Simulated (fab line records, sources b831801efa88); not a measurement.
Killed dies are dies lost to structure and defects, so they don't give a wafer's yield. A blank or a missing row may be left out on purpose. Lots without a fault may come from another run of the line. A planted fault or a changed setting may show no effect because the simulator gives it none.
Chamber matching | flow sky130 | SKY_VIA2_CMP_02 on cmp-02: 4 sister chambers
The step polishes SiO2. 4 wafers are shown with their chamber, then 9 later ones without.

WAFERS WITH THEIR CHAMBER
wafer  | chamber | motor_current_A (A)
L851.6 | 0       | 10.5
L853.2 | 2       | 10.4
L853.3 | 1       | 11.3
L853.4 | 3       | 11.7

WAFERS WITHOUT THEIR CHAMBER
wafer  | motor_current_A (A)
L862.1 | 10.3
L862.5 | 11.8
L862.6 | 10.1
L863.2 | 10.6
L863.4 | 11.3
L863.5 | 11.2
L866.1 | 10.9
L866.2 | 11.6
L866.4 | 11.2

WHICH CHAMBER EACH WENT THROUGH
wafer  | from the rows above          | in truth
L862.1 | can't be placed: 2 or 0      | 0
L862.5 | 3                            | 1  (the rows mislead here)
L862.6 | can't be placed: 2 or 0      | 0
L863.2 | can't be placed: 0 or 2      | 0
L863.4 | 1                            | 1
L863.5 | 1                            | 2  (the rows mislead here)
L866.1 | can't be placed: 0 or 1 or 2 | 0
L866.2 | can't be placed: 3 or 1      | 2
L866.4 | 1                            | 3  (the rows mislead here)
Placed correctly: 1 of 9. Can't be placed from these rows: 5 (the true chamber is among the candidates in 4). Placed wrongly: 3.
How it was worked out, from the rows above alone: a wafer's distance from a chamber is the root of the sum, over the readings, of the square of ((its reading less the chamber's mean) divided by the reading's scatter). The wafer belongs to the nearest chamber; if the next one is less than 2 further off, it can't be placed. A chamber's mean is the mean of its shown wafers. The scatter: with one shown wafer a chamber, the root of the mean of the squares of how far each hidden wafer lies from its nearest shown one.
